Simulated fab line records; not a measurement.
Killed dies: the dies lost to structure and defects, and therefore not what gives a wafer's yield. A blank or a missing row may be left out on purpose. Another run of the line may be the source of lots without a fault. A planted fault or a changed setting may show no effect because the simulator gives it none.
Which tool was responsible? :: flow sky130 :: 36 wafers from 13 lots sampled at 5 of the route's 708 steps

## WHAT THE GAUGES READ, wafer by wafer
Not one reading of a measure or inspect step in the record can be checked against a usual standard deviation.

## EACH LOT AND THE TOOL THAT RAN IT (in order: tool; ch and the chambers of the sampled wafers; start)
lot: L815
SKY_VIA2_ETCH_14: rie diel-04 ch 1,2, day 36 09:53
SKY_METAL3_SPUTTER_01: pvd sputter-03, day 36 11:17
SKY_METAL3_SPUTTER_04: pvd sputter-03, day 36 11:22
SKY_VIA3_CMP_24: cmp-02 ch 0,1, day 39 19:21
SKY_PAD_OPEN_PROBE_99: prober-01, day 45 23:29

lot: L817
SKY_VIA2_ETCH_14: rie diel-04 ch 1,3, day 36 21:14
SKY_METAL3_SPUTTER_01: pvd sputter-01, day 36 22:38
SKY_METAL3_SPUTTER_04: pvd sputter-01, day 36 22:43
SKY_VIA3_CMP_24: cmp-01 ch 1,2,3, day 40 07:14
SKY_PAD_OPEN_PROBE_99: -

lot: L819
SKY_VIA2_ETCH_14: rie diel-04 ch 0,1,2, day 37 23:14
SKY_METAL3_SPUTTER_01: pvd sputter-01, day 38 00:38
SKY_METAL3_SPUTTER_04: pvd sputter-01, day 38 00:43
SKY_VIA3_CMP_24: cmp-02 ch 0,1,2, day 41 07:09
SKY_PAD_OPEN_PROBE_99: -

lot: L820
SKY_VIA2_ETCH_14: rie diel-04 ch 0,3, day 38 05:20
SKY_METAL3_SPUTTER_01: pvd sputter-01, day 38 06:44
SKY_METAL3_SPUTTER_04: pvd sputter-01, day 38 06:50
SKY_VIA3_CMP_24: cmp-01 ch 0,2,3, day 41 13:27
SKY_PAD_OPEN_PROBE_99: -

lot: L821
SKY_VIA2_ETCH_14: rie diel-03 ch 0,1,3, day 38 08:40
SKY_METAL3_SPUTTER_01: pvd sputter-03, day 38 10:06
SKY_METAL3_SPUTTER_04: pvd sputter-03, day 38 10:11
SKY_VIA3_CMP_24: cmp-02 ch 0,1,2, day 41 18:43
SKY_PAD_OPEN_PROBE_99: -

lot: L822
SKY_VIA2_ETCH_14: rie diel-04 ch 0,1,3, day 38 19:23
SKY_METAL3_SPUTTER_01: pvd sputter-03, day 38 20:49
SKY_METAL3_SPUTTER_04: pvd sputter-03, day 38 20:55
SKY_VIA3_CMP_24: cmp-01 ch 0,1,2, day 42 03:15
SKY_PAD_OPEN_PROBE_99: -

lot: L824
SKY_VIA2_ETCH_14: rie diel-03 ch 1,2,3, day 39 06:34
SKY_METAL3_SPUTTER_01: pvd sputter-03, day 39 07:58
SKY_METAL3_SPUTTER_04: pvd sputter-03, day 39 08:03
SKY_VIA3_CMP_24: cmp-02 ch 0,3, day 42 14:00
SKY_PAD_OPEN_PROBE_99: -

lot: L826
SKY_VIA2_ETCH_14: rie diel-04 ch 1,2,3, day 39 19:32
SKY_METAL3_SPUTTER_01: pvd sputter-03, day 39 20:59
SKY_METAL3_SPUTTER_04: pvd sputter-03, day 39 21:04
SKY_VIA3_CMP_24: cmp-01 ch 2,3, day 43 02:33
SKY_PAD_OPEN_PROBE_99: prober-02, day 48 16:53

lot: L832
SKY_VIA2_ETCH_14: rie diel-03 ch 0,3, day 41 13:26
SKY_METAL3_SPUTTER_01: pvd sputter-01, day 41 14:50
SKY_METAL3_SPUTTER_04: pvd sputter-01, day 41 14:55
SKY_VIA3_CMP_24: cmp-01 ch 1,3, day 44 15:48
SKY_PAD_OPEN_PROBE_99: prober-02, day 49 20:58

lot: L833
SKY_VIA2_ETCH_14: rie diel-01 ch 1,3, day 41 23:11
SKY_METAL3_SPUTTER_01: pvd sputter-02, day 42 00:35
SKY_METAL3_SPUTTER_04: pvd sputter-02, day 42 00:41
SKY_VIA3_CMP_24: cmp-01 ch 1,2, day 45 02:26
SKY_PAD_OPEN_PROBE_99: prober-02, day 50 05:25

lot: L835
SKY_VIA2_ETCH_14: rie diel-01 ch 0,2, day 42 08:11
SKY_METAL3_SPUTTER_01: pvd sputter-01, day 42 09:35
SKY_METAL3_SPUTTER_04: pvd sputter-01, day 42 09:40
SKY_VIA3_CMP_24: cmp-01 ch 0,3, day 45 11:09
SKY_PAD_OPEN_PROBE_99: prober-02, day 50 12:29

lot: L837
SKY_VIA2_ETCH_14: rie diel-03 ch 1,3, day 42 20:04
SKY_METAL3_SPUTTER_01: pvd sputter-02, day 42 21:28
SKY_METAL3_SPUTTER_04: pvd sputter-02, day 42 21:32
SKY_VIA3_CMP_24: cmp-02 ch 2,3, day 45 18:53
SKY_PAD_OPEN_PROBE_99: -

lot: L838
SKY_VIA2_ETCH_14: rie diel-01 ch 0,1,2, day 43 01:32
SKY_METAL3_SPUTTER_01: pvd sputter-03, day 43 02:56
SKY_METAL3_SPUTTER_04: pvd sputter-03, day 43 03:01
SKY_VIA3_CMP_24: cmp-02 ch 0,1,3, day 46 01:03
SKY_PAD_OPEN_PROBE_99: prober-01, day 50 22:08
- SKY_VIA2_ETCH_14: etches BARC in N2/H2, stops on SiO2, time 45.9 s, target depth 60 nm.
- SKY_METAL3_SPUTTER_01: material TiN, target thk 20 nm, time 16.7 s.
- SKY_METAL3_SPUTTER_04: material TiN, target thk 70 nm, time 58.3 s.
- SKY_VIA3_CMP_24: polishes, stops on SiO2, t overpolish 20 s, target thk 0 nm.
- SKY_PAD_OPEN_PROBE_99

## WHAT THE TOOLS THEMSELVES READ (means of the sampled wafers that have a number; where no wafer has one, the mark that the record gives instead)
SKY_VIA2_ETCH_14. Usual: drypump motor current A 6.0 A, standard deviation 0.36; oes product au 0.854 a.u., standard deviation 0.0048; throttle valve pct 13.226 %, standard deviation 0.0093.
lot: L815
tool: rie diel-04
drypump motor current A (A): 6.4
oes product au (a.u.): 0.852
throttle valve pct (%): 13.218
flag: 

lot: L817
tool: rie diel-04
drypump motor current A (A): 6.2
oes product au (a.u.): 0.855
throttle valve pct (%): 13.229
flag: 

lot: L819
tool: rie diel-04
drypump motor current A (A): 6.2
oes product au (a.u.): 0.854
throttle valve pct (%): 13.231
flag: 

lot: L820
tool: rie diel-04
drypump motor current A (A): 5.9
oes product au (a.u.): 0.857
throttle valve pct (%): 13.226
flag: 

lot: L821
tool: rie diel-03
drypump motor current A (A): 5.9
oes product au (a.u.): 0.854
throttle valve pct (%): 13.224
flag: 

lot: L822
tool: rie diel-04
drypump motor current A (A): 6.1
oes product au (a.u.): 0.852
throttle valve pct (%): 13.232
flag: 

lot: L824
tool: rie diel-03
drypump motor current A (A): 5.7
oes product au (a.u.): 0.852
throttle valve pct (%): 13.225
flag: 

lot: L826
tool: rie diel-04
drypump motor current A (A): 6.4
oes product au (a.u.): 0.851
throttle valve pct (%): 13.236
flag: 

lot: L832
tool: rie diel-03
drypump motor current A (A): 6.1
oes product au (a.u.): 0.859
throttle valve pct (%): 13.234
flag: 

lot: L833
tool: rie diel-01
drypump motor current A (A): 5.9
oes product au (a.u.): 0.859
throttle valve pct (%): 13.220
flag: 

lot: L835
tool: rie diel-01
drypump motor current A (A): 6.1
oes product au (a.u.): 0.861
throttle valve pct (%): 13.235
flag: 

lot: L837
tool: rie diel-03
drypump motor current A (A): 6.0
oes product au (a.u.): 0.854
throttle valve pct (%): 13.222
flag: 

lot: L838
tool: rie diel-01
drypump motor current A (A): 6.2
oes product au (a.u.): 0.857
throttle valve pct (%): 13.226
flag: 

SKY_METAL3_SPUTTER_01. Usual: 29.9 % for throttle valve pct, sd 0.87.
lot: L815
tool: pvd sputter-03
throttle valve pct (%): 29.4
flag: 

lot: L817
tool: pvd sputter-01
throttle valve pct (%): 29.8
flag: 

lot: L819
tool: pvd sputter-01
throttle valve pct (%): 29.3
flag: 

lot: L820
tool: pvd sputter-01
throttle valve pct (%): 29.4
flag: 

lot: L821
tool: pvd sputter-03
throttle valve pct (%): 30.2
flag: 

lot: L822
tool: pvd sputter-03
throttle valve pct (%): 30.4
flag: 

lot: L824
tool: pvd sputter-03
throttle valve pct (%): 29.8
flag: 

lot: L826
tool: pvd sputter-03
throttle valve pct (%): 30.0
flag: 

lot: L832
tool: pvd sputter-01
throttle valve pct (%): 30.1
flag: 

lot: L833
tool: pvd sputter-02
throttle valve pct (%): 30.1
flag: 

lot: L835
tool: pvd sputter-01
throttle valve pct (%): 30.3
flag: 

lot: L837
tool: pvd sputter-02
throttle valve pct (%): 30.4
flag: 

lot: L838
tool: pvd sputter-03
throttle valve pct (%): 29.9
flag: 

SKY_METAL3_SPUTTER_04. Usual: 30.0 % for throttle valve pct, sd 0.88.
lot: L815
tool: pvd sputter-03
throttle valve pct (%): 29.5
flag: 

lot: L817
tool: pvd sputter-01
throttle valve pct (%): 29.8
flag: 

lot: L819
tool: pvd sputter-01
throttle valve pct (%): 29.5
flag: 

lot: L820
tool: pvd sputter-01
throttle valve pct (%): 29.5
flag: 

lot: L821
tool: pvd sputter-03
throttle valve pct (%): 30.4
flag: 

lot: L822
tool: pvd sputter-03
throttle valve pct (%): 30.3
flag: 

lot: L824
tool: pvd sputter-03
throttle valve pct (%): 29.7
flag: 

lot: L826
tool: pvd sputter-03
throttle valve pct (%): 29.8
flag: 

lot: L832
tool: pvd sputter-01
throttle valve pct (%): 30.0
flag: 

lot: L833
tool: pvd sputter-02
throttle valve pct (%): 30.1
flag: 

lot: L835
tool: pvd sputter-01
throttle valve pct (%): 30.4
flag: 

lot: L837
tool: pvd sputter-02
throttle valve pct (%): 30.4
flag: 

lot: L838
tool: pvd sputter-03
throttle valve pct (%): 30.0
flag: 

SKY_VIA3_CMP_24. Usual: motor current A 10.6 A, standard deviation 0.85; overpolish run s 19.998 s, standard deviation 0.0087; time to endpoint s 96 s, standard deviation 4.5.
lot: L815
tool: cmp-02
motor current A (A): 10.4
overpolish run s (s): 19.989
time to endpoint s (s): 94
flag: 

lot: L817
tool: cmp-01
motor current A (A): 10.0
overpolish run s (s): 20.004
time to endpoint s (s): 98
flag: 

lot: L819
tool: cmp-02
motor current A (A): 10.6
overpolish run s (s): 19.999
time to endpoint s (s): 100
flag: 

lot: L820
tool: cmp-01
motor current A (A): 10.7
overpolish run s (s): 19.997
time to endpoint s (s): 92
flag: 

lot: L821
tool: cmp-02
motor current A (A): 10.6
overpolish run s (s): 19.998
time to endpoint s (s): 93
flag: 

lot: L822
tool: cmp-01
motor current A (A): 10.5
overpolish run s (s): 19.997
time to endpoint s (s): 101
flag: 

lot: L824
tool: cmp-02
motor current A (A): 10.6
overpolish run s (s): 20.002
time to endpoint s (s): 101
flag: 

lot: L826
tool: cmp-01
motor current A (A): 10.3
overpolish run s (s): 20.004
time to endpoint s (s): 96
flag: 

lot: L832
tool: cmp-01
motor current A (A): 10.2
overpolish run s (s): 10.027
time to endpoint s (s): 121
flag: OFF

lot: L833
tool: cmp-01
motor current A (A): 9.8
overpolish run s (s): 10.022
time to endpoint s (s): 122
flag: OFF

lot: L835
tool: cmp-01
motor current A (A): 11.3
overpolish run s (s): 10.021
time to endpoint s (s): 118
flag: OFF

lot: L837
tool: cmp-02
motor current A (A): 11.0
overpolish run s (s): 19.995
time to endpoint s (s): 102
flag: 

lot: L838
tool: cmp-02
motor current A (A): 10.3
overpolish run s (s): 20.004
time to endpoint s (s): 105
flag: 

SKY_PAD_OPEN_PROBE_99. Usual: defect limited yield 82.9 %, standard deviation 1.7; killed_at_M0_to_M3 42, standard deviation 6.1; killed_at_M4_up 3.4, standard deviation 2; killed at contacts 23, standard deviation 4.8; killed at front end 15, standard deviation 3.8; killed at other 0.3, standard deviation 0.48; killed dies 84, standard deviation 8.5; killed on rim 16, standard deviation 3.9; killed open 46, standard deviation 6.8; killed short 38, standard deviation 6.2; sort_bin_3_pad_short 0.8 %, standard deviation 0.42; sort_bin_5_function 10.1 %, standard deviation 1.4; sort_bin_6_memory 6.2 %, standard deviation 0.99; sort n pass 408, standard deviation 8.5; sort yield pct 82.9 %, standard deviation 1.7.
lot: L815
tool: prober-01
defect limited yield (%): 82.8
killed_at_M0_to_M3: 40
killed_at_M4_up: 2.3
killed at contacts: 26
killed at front end: 15
killed at other: 0.7
killed dies: 84
killed on rim: 15
killed open: 47
killed short: 36
sort_bin_3_pad_short (%): 1.0
sort_bin_5_function (%): 9.4
sort_bin_6_memory (%): 6.7
sort n pass: 408
sort yield pct (%): 82.8
flag: 

lot: L826
tool: prober-02
defect limited yield (%): 82.9
killed_at_M0_to_M3: 41
killed_at_M4_up: 3.7
killed at contacts: 20
killed at front end: 19
killed at other: 0.3
killed dies: 84
killed on rim: 16
killed open: 40
killed short: 43
sort_bin_3_pad_short (%): 0.6
sort_bin_5_function (%): 10.8
sort_bin_6_memory (%): 5.7
sort n pass: 408
sort yield pct (%): 82.9
flag: 

lot: L832
tool: prober-02
defect limited yield (%): 41.5
killed_at_M0_to_M3: 246
killed_at_M4_up: 4.0
killed at contacts: 22
killed at front end: 16
killed at other: 0.0
killed dies: 288
killed on rim: 56
killed open: 46
killed short: 40
sort_bin_3_pad_short (%): 41.9
sort_bin_5_function (%): 9.9
sort_bin_6_memory (%): 6.7
sort n pass: 204
sort yield pct (%): 41.5
flag: OFF

lot: L833
tool: prober-02
defect limited yield (%): 42.6
killed_at_M0_to_M3: 250
killed_at_M4_up: 2.0
killed at contacts: 20
killed at front end: 10
killed at other: 0.5
killed dies: 282
killed on rim: 54
killed open: 38
killed short: 39
sort_bin_3_pad_short (%): 41.9
sort_bin_5_function (%): 11.2
sort_bin_6_memory (%): 4.4
sort n pass: 210
sort yield pct (%): 42.6
flag: OFF

lot: L835
tool: prober-02
defect limited yield (%): 39.6
killed_at_M0_to_M3: 248
killed_at_M4_up: 8.0
killed at contacts: 27
killed at front end: 14
killed at other: 0.0
killed dies: 297
killed on rim: 56
killed open: 49
killed short: 46
sort_bin_3_pad_short (%): 42.1
sort_bin_5_function (%): 11.2
sort_bin_6_memory (%): 7.0
sort n pass: 195
sort yield pct (%): 39.6
flag: OFF

lot: L838
tool: prober-01
defect limited yield (%): 83.7
killed_at_M0_to_M3: 36
killed_at_M4_up: 4.0
killed at contacts: 26
killed at front end: 14
killed at other: 0.0
killed dies: 80
killed on rim: 16
killed open: 49
killed short: 31
sort_bin_3_pad_short (%): 0.4
sort_bin_5_function (%): 9.6
sort_bin_6_memory (%): 6.3
sort n pass: 412
sort yield pct (%): 83.7
flag: 

## THE ANSWER, worked out from the rows above alone
Rule: lot off if the mean of its wafers having a number is beyond 3 standard deviations from the usual mean. Also off: a lot with no number at a reading for which 4 or more lots have one. Where the step has rows for the other lots, those lots are counted as sound. Order of review: gauges by route order, followed by the tools' own readings, for which a lot's mean as printed above is used. The first step at which some lot is off is used, and at that step the reading that is off furthest; a lot without a number counts as furthest.
Off, at SKY_VIA3_CMP_24 on overpolish run s: L832, L833, L835.
A tool fits if, at that step or a process step before it, it ran every lot that is off, and no sound lot after the first of them. One fits: cmp-01 at SKY_VIA3_CMP_24. A fault onset in the window from L826 (day 43 02:33, its last sound lot) to L832 (day 44 15:48, its first lot off) fits.
The tool's own readings at SKY_VIA3_CMP_24 bear it out: on the lots that are off they differ by more than 5 times the standard deviation of the sound lots' means. overpolish run s reads 10.023 s there against 19.999 s on the sound lots; time to endpoint s reads 120 s there against 98 s on the sound lots.

## WHAT WAS PUT IN BY THE SIMULATOR
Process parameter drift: cmp-01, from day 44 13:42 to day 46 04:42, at SKY_VIA3_CMP_24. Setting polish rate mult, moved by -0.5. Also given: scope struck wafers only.
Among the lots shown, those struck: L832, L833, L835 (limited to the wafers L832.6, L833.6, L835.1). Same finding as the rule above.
